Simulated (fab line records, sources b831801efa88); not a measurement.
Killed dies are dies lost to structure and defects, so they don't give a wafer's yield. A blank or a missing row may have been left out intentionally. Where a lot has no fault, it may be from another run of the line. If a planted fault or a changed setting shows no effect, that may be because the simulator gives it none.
2 desks looking at one fault | flow gf180mcu | only its own numbers are on each desk; what lay behind them is given at the end

METROLOGY DESK
Lot by lot, what the gauges showed, no matter which tool ran the lot: averages of those sampled wafers that carry a number. Marked OUT: a lot whose mean sits more than 4 standard deviations from the usual mean, which makes it out of limits; the brackets give that distance. Of its 9 readings 7 are shown: those that lie furthest out on some lot.
Columns: A = V3_BOW at GF_V3_BOW_MEAS_05, usual 117 um; B = cdNm at GF_V3_CD_MEAS_14, usual 259.8 nm; C = V3_OVL at GF_V3_OVL_MEAS_15, usual 4 nm; D = M4_ALCU_RS at GF_M4_RS_MEAS_05, usual 0.0700 ohm/sq; E = M4_ALCU_THK at GF_M4_THK_MEAS_06, usual 449 nm; F = cdNm at GF_M4_CD_MEAS_14, usual 280.0 nm; G = M4_OVL at GF_M4_OVL_MEAS_15, usual 2 nm
lot  | first seen here | A   | B     | C  | D      | E   | F     | G
L288 | day 21 23:23    | 107 | 258.0 | 3  | 0.0700 | 448 | 278.7 | -3
L290 | day 22 13:17    | 111 | 259.4 | 1  | 0.0702 | 452 | 280.9 | -11
L293 | day 23 15:53    | 123 | 259.6 | 13 | 0.0711 | 444 | 280.6 | 5
L307 | day 28 02:37    | 115 | 259.5 | 8  | 0.0702 | 448 | 279.6 | -4
L309 | day 28 11:37    | 114 | 258.2 | -1 | 0.0694 | 449 | 279.9 | -4
Result from this desk: across the 5 lots, nothing is out of limits.

FOR THE TOOL OWNER'S DESK: rieDiel-01
The tool's own readings at GF_V3_ETCH_16 (etches BARC in N2/H2): means of the sampled wafers that have a number, for each lot that ran on this tool. Marked OUT: a lot whose mean sits more than 4 standard deviations from the usual mean, which makes it out of limits; the brackets give that distance.
Columns: A = drypumpMotorCurrentA at GF_V3_ETCH_16, usual 5.7 A; B = oesProductAu at GF_V3_ETCH_16, usual 0.855 a.u.; C = throttleValvePct at GF_V3_ETCH_16, usual 13.224 %
lot  | first seen here | A   | B     | C
L293 | day 24 14:02    | 5.7 | 0.855 | 13.235
L307 | day 28 22:32    | 5.5 | 0.863 | 13.228
Result from this desk: across the 2 lots, nothing is out of limits.

TAKEN TOGETHER
At the metrology desk, nothing out of limits was observed.
The desk of the tool owner found nothing out of limits.

WHAT WAS PUT IN BY THE SIMULATOR
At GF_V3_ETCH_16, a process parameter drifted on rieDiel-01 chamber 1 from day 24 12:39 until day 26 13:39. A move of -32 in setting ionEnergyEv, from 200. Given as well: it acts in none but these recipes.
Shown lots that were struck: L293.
